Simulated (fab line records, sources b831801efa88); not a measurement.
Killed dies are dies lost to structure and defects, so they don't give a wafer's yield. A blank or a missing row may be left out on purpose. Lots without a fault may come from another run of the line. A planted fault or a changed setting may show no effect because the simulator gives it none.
Which tool did it? | flow gf180mcu | 12 lots, 36 wafers sampled, at 6 steps of a route of 602

WHAT THE GAUGES READ, wafer by wafer
GF_NWELL_OVL_MEAS_07. Usual: NWELL_OVL 0.2 nm, standard deviation 1.3.
lot  | measured    | on         | NWELL_OVL (nm) | flag
L623 | day 3 08:43 | overlay-01 | 1.3 3.1 2.0    |
L626 | day 4 01:31 | overlay-02 | 0.0 -0.4 -0.7  |
L627 | day 4 04:00 | overlay-01 | 0.9 1.7 1.9    |
L628 | day 4 10:28 | overlay-02 | -0.8 0.0 2.0   |
L630 | day 4 21:25 | overlay-01 | 0.6 0.3 -0.2   |
L632 | day 5 08:55 | overlay-01 | -1.9 -1.3 -0.9 |
L639 | day 6 22:31 | overlay-01 | - - -          | OFF
L640 | day 7 03:42 | overlay-01 | - - -          | OFF
L641 | day 7 10:31 | overlay-02 | - - -          | OFF
L643 | day 7 20:01 | overlay-02 | 0.8 -1.2 0.9   |
L645 | day 8 08:06 | overlay-02 | 0.8 0.7 0.0    |
L646 | day 8 14:09 | overlay-01 | 1.5 0.8 -1.0   |

GF_NWELL_TW_MEAS_11. Usual: NWELL_TW 1581, standard deviation 13.
lot  | measured    | on            | NWELL_TW       | flag
L623 | day 3 09:09 | film_metro-01 | 1574 1571 1564 |
L626 | day 4 01:57 | film_metro-01 | 1598 1587 1596 |
L627 | day 4 04:26 | film_metro-04 | 1592 1595 1588 |
L628 | day 4 10:54 | film_metro-01 | 1588 1576 1586 |
L630 | day 4 21:51 | film_metro-01 | 1592 1596 1593 |
L632 | day 5 09:21 | film_metro-04 | 1604 1603 1600 |
L639 | day 6 22:57 | film_metro-02 | 30 30 30       | OFF
L640 | day 7 04:08 | film_metro-04 | 30 30 30       | OFF
L641 | day 7 10:57 | film_metro-01 | 30 30 30       | OFF
L643 | day 7 20:28 | film_metro-02 | 1556 1549 1555 |
L645 | day 8 08:32 | film_metro-02 | 1562 1561 1569 |
L646 | day 8 14:35 | film_metro-02 | 1566 1566 1572 |

GF_VT_IMPLANT_RS_MEAS_47: measures by four-point-probe. Usual: NWELL_RS 486.6 ohm/sq, standard deviation 1.4.
lot  | measured     | on            | NWELL_RS (ohm/sq) | flag
L623 | day 7 15:10  | film_metro-04 | 486.7 487.2 488.7 |
L626 | day 8 11:50  | film_metro-02 | 486.5 486.3 486.1 |
L627 | day 8 16:19  | film_metro-04 | 488.3 488.0 488.1 |
L628 | day 8 22:29  | film_metro-01 | 486.9 488.8 488.9 |
L630 | day 9 13:35  | film_metro-02 | 485.2 483.2 484.1 |
L632 | day 10 00:47 | film_metro-02 | 487.3 487.8 487.6 |
L639 | day 12 00:29 | film_metro-02 | 486.7 488.2 487.5 |
L640 | day 12 07:46 | film_metro-02 | 487.0 486.8 489.0 |
L641 | day 12 16:24 | film_metro-04 | 487.6 487.1 487.9 |
L643 | day 13 03:20 | film_metro-02 | 486.1 485.3 486.3 |
L645 | day 13 19:34 | film_metro-02 | 487.8 487.6 488.0 |
L646 | day 14 03:16 | film_metro-01 | 486.7 486.4 486.6 |

WHICH TOOL RAN EACH LOT (tool, then ch and the chambers of the sampled wafers, then the start)
lot  | GF_NWELL_DEVELOP_06              | GF_MVPSD_STRIP_10                    | GF_VT_IMPLANT_STRIP_42
L623 | litho_track-02 ch 0, day 3 08:00 | plasma_asher-03 ch 0,1, day 5 02:59  | plasma_asher-03 ch 0,1, day 7 14:44
L626 | litho_track-03 ch 0, day 4 01:00 | plasma_asher-04 ch 0,1, day 5 20:47  | plasma_asher-03 ch 0,1, day 8 11:23
L627 | litho_track-01 ch 0, day 4 03:00 | plasma_asher-01 ch 0,1, day 6 00:47  | plasma_asher-04 ch 1, day 8 15:53
L628 | litho_track-03 ch 0, day 4 10:00 | plasma_asher-01 ch 0,1, day 6 06:21  | plasma_asher-02 ch 0,1, day 8 22:02
L630 | litho_track-01 ch 0, day 4 21:00 | plasma_asher-01 ch 0,1, day 6 19:14  | plasma_asher-02 ch 0,1, day 9 13:08
L632 | litho_track-03 ch 0, day 5 08:00 | plasma_asher-01 ch 0,1, day 7 06:05  | plasma_asher-02 ch 0,1, day 10 00:20
L639 | litho_track-03 ch 0, day 6 22:00 | plasma_asher-01 ch 0,1, day 8 23:56  | plasma_asher-02 ch 0,1, day 12 00:02
L640 | litho_track-03 ch 0, day 7 03:00 | plasma_asher-01 ch 0,1, day 9 05:54  | plasma_asher-04 ch 0,1, day 12 07:20
L641 | litho_track-03 ch 0, day 7 10:00 | plasma_asher-04 ch 0, day 9 13:30    | plasma_asher-02 ch 0,1, day 12 15:53
L643 | litho_track-02 ch 0, day 7 19:00 | plasma_asher-01 ch 0,1, day 9 23:00  | plasma_asher-03 ch 0,1, day 13 02:53
L645 | litho_track-01 ch 0, day 8 07:00 | plasma_asher-01 ch 0,1, day 10 13:11 | plasma_asher-03 ch 0,1, day 13 19:08
L646 | litho_track-01 ch 0, day 8 14:00 | plasma_asher-03 ch 0,1, day 10 18:29 | plasma_asher-04 ch 0,1, day 14 02:50
- GF_NWELL_DEVELOP_06: develop time 60 s.
- GF_MVPSD_STRIP_10: strips in O2/N2.
- GF_VT_IMPLANT_STRIP_42: strips in O2/N2.

WHAT THE TOOLS THEMSELVES READ (means of the sampled wafers that have a number; where no wafer has one, the mark that the record gives instead)
GF_NWELL_DEVELOP_06. Usual: resist_line_temp_C 22.99 C, standard deviation 0.1.
lot  | tool           | resist_line_temp_C (C) | flag
L623 | litho_track-02 | 22.98                  |
L626 | litho_track-03 | 23.12                  |
L627 | litho_track-01 | 23.03                  |
L628 | litho_track-03 | 22.95                  |
L630 | litho_track-01 | 22.92                  |
L632 | litho_track-03 | 23.05                  |
L639 | litho_track-03 | 22.97                  |
L640 | litho_track-03 | 23.00                  |
L641 | litho_track-03 | 22.92                  |
L643 | litho_track-02 | 23.09                  |
L645 | litho_track-01 | 23.08                  |
L646 | litho_track-01 | 22.99                  |

GF_MVPSD_STRIP_10. Usual: drypump_motor_current_A 5.57 A, standard deviation 0.23; heater_power_w 324 W, standard deviation 17; oes_product_au 0.723 a.u., standard deviation 0.0045; strip_time_to_endpoint_s 36.97 s, standard deviation 0.12.
lot  | tool            | drypump_motor_current_A (A) | heater_power_w (W) | oes_product_au (a.u.) | strip_time_to_endpoint_s (s) | flag
L623 | plasma_asher-03 | 5.65                        | 294                | 0.725                 | 37.03                        |
L626 | plasma_asher-04 | 5.86                        | 342                | 0.720                 | 36.93                        |
L627 | plasma_asher-01 | 5.41                        | 323                | 0.723                 | 36.91                        |
L628 | plasma_asher-01 | 5.42                        | 328                | 0.721                 | 36.94                        |
L630 | plasma_asher-01 | 5.43                        | 326                | 0.716                 | 36.98                        |
L632 | plasma_asher-01 | 5.44                        | 327                | 0.723                 | 36.86                        |
L639 | plasma_asher-01 | 5.44                        | 328                | 0.720                 | 37.26                        |
L640 | plasma_asher-01 | 5.52                        | 324                | 0.722                 | 37.19                        |
L641 | plasma_asher-04 | 5.41                        | 330                | 0.722                 | 36.91                        |
L643 | plasma_asher-01 | 5.50                        | 323                | 0.722                 | 36.80                        |
L645 | plasma_asher-01 | 5.44                        | 327                | 0.722                 | 37.10                        |
L646 | plasma_asher-03 | 5.63                        | 307                | 0.720                 | 37.07                        |

GF_VT_IMPLANT_STRIP_42. Usual: drypump_motor_current_A 5.6 A, standard deviation 0.44; heater_power_w 321 W, standard deviation 23; oes_product_au 0.715 a.u., standard deviation 0.0044; strip_time_to_endpoint_s 12.64 s, standard deviation 0.032.
lot  | tool            | drypump_motor_current_A (A) | heater_power_w (W) | oes_product_au (a.u.) | strip_time_to_endpoint_s (s) | flag
L623 | plasma_asher-03 | 5.7                         | 306                | 0.712                 | 12.70                        |
L626 | plasma_asher-03 | 5.7                         | 305                | 0.714                 | 12.66                        |
L627 | plasma_asher-04 | 6.1                         | 347                | 0.718                 | 12.68                        |
L628 | plasma_asher-02 | 5.2                         | 331                | 0.720                 | 12.66                        |
L630 | plasma_asher-02 | 5.2                         | 331                | 0.711                 | 12.64                        |
L632 | plasma_asher-02 | 5.6                         | 333                | 0.714                 | 12.64                        |
L639 | plasma_asher-02 | 5.6                         | 338                | 0.715                 | 12.60                        |
L640 | plasma_asher-04 | 5.9                         | 344                | 0.716                 | 12.62                        |
L641 | plasma_asher-02 | 5.2                         | 327                | 0.715                 | 12.67                        |
L643 | plasma_asher-03 | 5.6                         | 291                | 0.712                 | 12.66                        |
L645 | plasma_asher-03 | 5.6                         | 302                | 0.716                 | 12.61                        |
L646 | plasma_asher-04 | 5.9                         | 344                | 0.716                 | 12.63                        |

THE ANSWER, worked out from the rows above alone
Rule: a lot is off if the mean of its wafers that have a number lies more than 3 standard deviations from the usual mean. A lot without any number at a reading at which 4 lots or more have one is off too. The other lots that the step has rows for count as sound. The gauges are gone through in route order, then the tools' own readings, and for those a lot's mean is taken as printed above. The first step at which some lot is off is used, and at that step the reading that is off furthest; a lot without a number counts as furthest.
Off: L639, L640, L641, at GF_NWELL_OVL_MEAS_07 (NWELL_OVL). Without a number there: L639, L640, L641.
A tool fits if, at a process step before that reading, it ran every lot that is off, and no sound lot after the first of them. The gauges at GF_NWELL_OVL_MEAS_07 aren't tried: what is off there is off at GF_NWELL_TW_MEAS_11 too, on other tools, and a gauge's error can't cause that. One fits: litho_track-03 at GF_NWELL_DEVELOP_06. Its last sound lot is L632 (day 5 08:00), its first lot that is off L639 (day 6 22:00): a fault that began between those two fits.

WHAT THE SIMULATOR HAD PUT IN
Process parameter drift: litho_track-03, from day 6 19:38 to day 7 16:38, at GF_NWELL_DEVELOP_06. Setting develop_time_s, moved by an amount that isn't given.
Lots struck among those shown: L639, L640, L641. The rule above found the same.
